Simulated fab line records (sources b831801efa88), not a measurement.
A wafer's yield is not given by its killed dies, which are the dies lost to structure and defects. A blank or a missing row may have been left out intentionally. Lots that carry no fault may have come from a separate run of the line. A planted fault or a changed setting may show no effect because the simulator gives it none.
8D (eight disciplines) problem report, filled in by code | flow gf180mcu | the parts of the form that need people (team, actions taken, sign-off) are left out

## 1. WHAT WENT WRONG
Wafers without a fault read 0.4000 Pa, standard deviation 0.00081; chamberPressurePa at GF_M2_SPUTTER_04 reads a mean of 0.4776 Pa on 6 wafers belonging to 2 lots. That puts it +96 standard deviations away from the usual mean.
The step: material TiN, target thk 50 nm, time 41.7 s.
The first sign was on wafer L402.3 at day 23 00:40, on pvdSputter-01. The record holds 39 wafers of 13 lots with a number at this step. Rule for "out", or "out of limits": more than 4 standard deviations from the usual mean. The other wafers with a number count as sound.

## 2. WHAT THIS IS AND IS NOT
question                    | is                     | is not
which readings at this step | chamberPressurePa      | cathodeDcPowerW
which lots                  | L402, L403             | L389, L390, L392, L393, L404, L405, L407, L408, L409, L410, L412
which wafers of those lots  | all that have a number | -
read on which tools         | pvdSputter-01          | pvdSputter-02, pvdSputter-04
when                        | from day 23 00:40      | up to then (12 sound wafers); but 21 sound wafers of L404, L405, L407, L408, L409, L410, L412 came after

## 3. WHAT RULES OUT EACH SUSPECT
Counting: a tool stays on the suspect list if, at a process step up to the reading, it processed all lots that are out and no sound lot following the first of them.
- pvdSputter-01 at GF_M2_SPUTTER_01 (material TiN, target thk 30 nm, time 25 s): kept. All lots that are out passed through it, beginning with L402 at day 23 00:35, and no sound lot followed; its final sound lot before that point was L392 at day 19 16:13.
- pvdSputter-01 at GF_M2_SPUTTER_04 (material TiN, target thk 50 nm, time 41.7 s): kept. All lots that are out passed through it, beginning with L402 at day 23 00:40, and no sound lot followed; its final sound lot before that point was L392 at day 19 16:18. Out on those wafers are its own readings of chamberPressurePa.
What counting leaves: pvdSputter-01 at GF_M2_SPUTTER_01 and pvdSputter-01 at GF_M2_SPUTTER_04.

## 4. THE CAUSE (what the simulator had put in)
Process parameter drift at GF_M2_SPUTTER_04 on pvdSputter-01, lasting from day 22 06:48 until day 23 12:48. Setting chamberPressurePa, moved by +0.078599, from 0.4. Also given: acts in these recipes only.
After counting, 2 suspects remain, this tool included.

## 5. SEQUENCE OF EFFECTS, ordered by route
Each row: a reading where the mean over the struck wafers with a number is more than 3 standard deviations away from the usual. Only readings for which the record gives a usual standard deviation are gone through. hours: the time from each lot's start at the first step in this table that gives one to its start at this step, as a median over the lots. sigmas: the change in usual standard deviations.
hours | step             | reading           | usual     | on struck wafers | change  | sigmas
0     | GF_M2_SPUTTER_04 | chamberPressurePa | 0.4000 Pa | 0.4776           | +0.0776 | +96
Its process steps:
- GF_M2_SPUTTER_04: material TiN, target thk 50 nm, time 41.7 s.
At these later measuring or inspecting steps, every struck wafer for which the step has a row has a number for every such reading, and none has moved that far: GF_V2_THK_MEAS_25.

## 6. HOW IT WOULD HAVE BEEN CAUGHT EARLIER
The fault began at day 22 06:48; the first out-of-limits reading in this record came at day 23 00:40, 18 hours later.
